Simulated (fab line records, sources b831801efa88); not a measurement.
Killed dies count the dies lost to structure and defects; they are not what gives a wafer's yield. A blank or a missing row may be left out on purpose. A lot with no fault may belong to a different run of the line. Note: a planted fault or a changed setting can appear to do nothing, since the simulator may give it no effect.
Which of the tools did it? | flow sky130 | Sampling: 13 lots, 39 wafers, 4 of 708 route steps

WHAT THE GAUGES SHOWED, per wafer
SKY_VIA1_CD_MEAS_12 targets a cd of 150 nm. Usual: cd nm reads 150.1 nm (standard deviation 1.7).
lot  | measured     | on        | cd nm (nm)        | flag
L787 | day 34 15:23 | cd sem-01 | 152.6 150.9 152.0 |
L789 | day 35 06:11 | cd sem-02 | 150.4 150.3 150.6 |
L790 | day 35 13:56 | cd sem-01 | 148.6 149.5 148.7 |
L791 | day 35 16:52 | cd sem-02 | 148.1 150.9 148.6 |
L794 | day 36 08:57 | cd sem-02 | 147.2 148.9 148.3 |
L795 | day 36 22:04 | cd sem-01 | 150.0 148.8 150.1 |
L796 | day 37 01:37 | cd sem-02 | 154.5 154.5 152.6 |
L798 | day 37 10:03 | cd sem-01 | 148.6 147.5 150.3 |
L799 | day 38 01:14 | cd sem-01 | 150.5 148.7 149.8 |
L800 | day 38 07:37 | cd sem-02 | 149.0 150.5 151.1 |
L802 | day 38 13:38 | cd sem-01 | 154.4 152.9 154.9 |
L803 | day 39 18:00 | cd sem-01 | 150.1 149.5 151.7 |
L810 | day 40 14:59 | cd sem-02 | 148.8 147.3 148.8 |

SKY_VIA1_THK_MEAS_23: measures by xrf. Usual: VIA1_W_THK typically reads 268 nm, with standard deviation 4.7.
lot  | measured     | on            | VIA1_W_THK (nm) | flag
L787 | day 34 16:33 | film metro-03 | 272 264 274     |
L789 | day 35 07:17 | film metro-01 | 264 271 271     |
L790 | day 35 15:05 | film metro-03 | 265 266 263     |
L791 | day 35 18:00 | film metro-01 | 261 267 265     |
L794 | day 36 10:08 | film metro-01 | 269 275 266     |
L795 | day 36 23:10 | film metro-01 | 261 264 258     |
L796 | day 37 02:43 | film metro-03 | 262 267 268     |
L798 | day 37 11:09 | film metro-01 | 264 266 263     |
L799 | day 38 02:20 | film metro-04 | 270 270 281     |
L800 | day 38 08:43 | film metro-01 | 270 268 269     |
L802 | day 38 14:44 | film metro-03 | 263 264 266     |
L803 | day 39 19:05 | film metro-03 | 275 266 263     |
L810 | day 40 16:26 | film metro-01 | 273 270 267     |

EACH LOT AND THE TOOL THAT RAN IT (in order: tool; ch and the chambers of the sampled wafers; start)
lot  | SKY_VIA1_ETCH_15                   | SKY_VIA1_CVD_21
L787 | rie diel-04 ch 0,2, day 34 15:34   | cvd w-02 ch 0,1, day 34 16:19
L789 | rie diel-02 ch 0,1, day 35 06:22   | cvd w-01 ch 0,1, day 35 07:05
L790 | rie diel-04 ch 0,2, day 35 14:07   | cvd w-01 ch 0,1, day 35 14:52
L791 | rie diel-01 ch 0,1,2, day 35 17:04 | cvd w-02 ch 0,1, day 35 17:47
L794 | rie diel-01 ch 1,3, day 36 09:07   | cvd w-02 ch 0,1, day 36 09:56
L795 | rie diel-04 ch 1,2,3, day 36 22:15 | cvd w-01 ch 0,1, day 36 22:57
L796 | rie diel-02 ch 2,3, day 37 01:48   | cvd w-02 ch 0,1, day 37 02:30
L798 | rie diel-01 ch 1,2,3, day 37 10:13 | cvd w-01 ch 0,1, day 37 10:57
L799 | rie diel-04 ch 0,3, day 38 01:24   | cvd w-02 ch 0,1, day 38 02:06
L800 | rie diel-04 ch 0,1,3, day 38 07:46 | cvd w-01 ch 0,1, day 38 08:30
L802 | rie diel-04 ch 0,1,3, day 38 13:49 | cvd w-01 ch 0,1, day 38 14:31
L803 | rie diel-02 ch 0,1,3, day 39 18:10 | cvd w-02 ch 0,1, day 39 18:53
L810 | rie diel-02 ch 0,1,3, day 40 15:10 | cvd w-02 ch 0,1, day 40 16:13
- SKY_VIA1_ETCH_15: etches SiO2 in C4F8/O2/Ar, stops on TiN, target depth 351 nm, time 54 s.
- SKY_VIA1_CVD_21: deposits W, target thk 270 nm, time 80.902 s.

AS READ BY THE TOOLS THEMSELVES (means over the sampled wafers that have a number; for cases with no such wafer, the mark the record gives instead)
SKY_VIA1_ETCH_15. Usual: oes product au 0.979 a.u., standard deviation 0.0066; rf fwd power W 1486 W, standard deviation 5.1.
lot  | tool        | oes product au (a.u.) | rf fwd power W (W) | flag
L787 | rie diel-04 | 0.974                 | 1489               |
L789 | rie diel-02 | 0.985                 | 1491               |
L790 | rie diel-04 | 0.980                 | 1481               |
L791 | rie diel-01 | 0.980                 | 1489               |
L794 | rie diel-01 | 0.982                 | 1493               |
L795 | rie diel-04 | 0.974                 | 1483               |
L796 | rie diel-02 | 0.980                 | 1488               |
L798 | rie diel-01 | 0.980                 | 1485               |
L799 | rie diel-04 | 0.978                 | 1486               |
L800 | rie diel-04 | 0.974                 | 1488               |
L802 | rie diel-04 | 0.967                 | 1402               | OFF
L803 | rie diel-02 | 0.981                 | 1487               |
L810 | rie diel-02 | 0.978                 | 1487               |

SKY_VIA1_CVD_21. Usual: heater power w reads 846 W (standard deviation 57).
lot  | tool     | heater power w (W) | flag
L787 | cvd w-02 | 883                |
L789 | cvd w-01 | 826                |
L790 | cvd w-01 | 873                |
L791 | cvd w-02 | 859                |
L794 | cvd w-02 | 868                |
L795 | cvd w-01 | 875                |
L796 | cvd w-02 | 871                |
L798 | cvd w-01 | 879                |
L799 | cvd w-02 | 870                |
L800 | cvd w-01 | 828                |
L802 | cvd w-01 | 827                |
L803 | cvd w-02 | 791                |
L810 | cvd w-02 | 811                |

THE ANSWER, worked out from the rows above alone
Rule: lot off if the mean of its wafers having a number is beyond 3 standard deviations from the usual mean. A lot without any number at a reading at which 4 lots or more have one is off too. The other lots that the step has rows for count as sound. After the gauges, taken in route order, come the tools' own readings; for these a lot's mean is taken, as printed above. The first step at which some lot is off is used, and at that step the reading that is off furthest; a lot without a number counts as furthest.
Off, at SKY_VIA1_ETCH_15 on rf fwd power W: L802.
If a tool, at that step or one of the process steps before it, ran each lot that is off and ran no sound lot following the first of them, it fits. One fits: rie diel-04 at SKY_VIA1_ETCH_15. Its last sound lot is L800 (day 38 07:46), its first lot that is off L802 (day 38 13:49): a fault that began between those two fits.
The tool's own readings at SKY_VIA1_ETCH_15 bear it out: on the lots that are off they differ by more than 5 times the standard deviation of the sound lots' means. rf fwd power W reads 1402 W there against 1487 W on the sound lots.

WHAT THE SIMULATOR HAD INSERTED
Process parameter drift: rie diel-04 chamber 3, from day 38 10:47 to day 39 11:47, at SKY_VIA1_ETCH_15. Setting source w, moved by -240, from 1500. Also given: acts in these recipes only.
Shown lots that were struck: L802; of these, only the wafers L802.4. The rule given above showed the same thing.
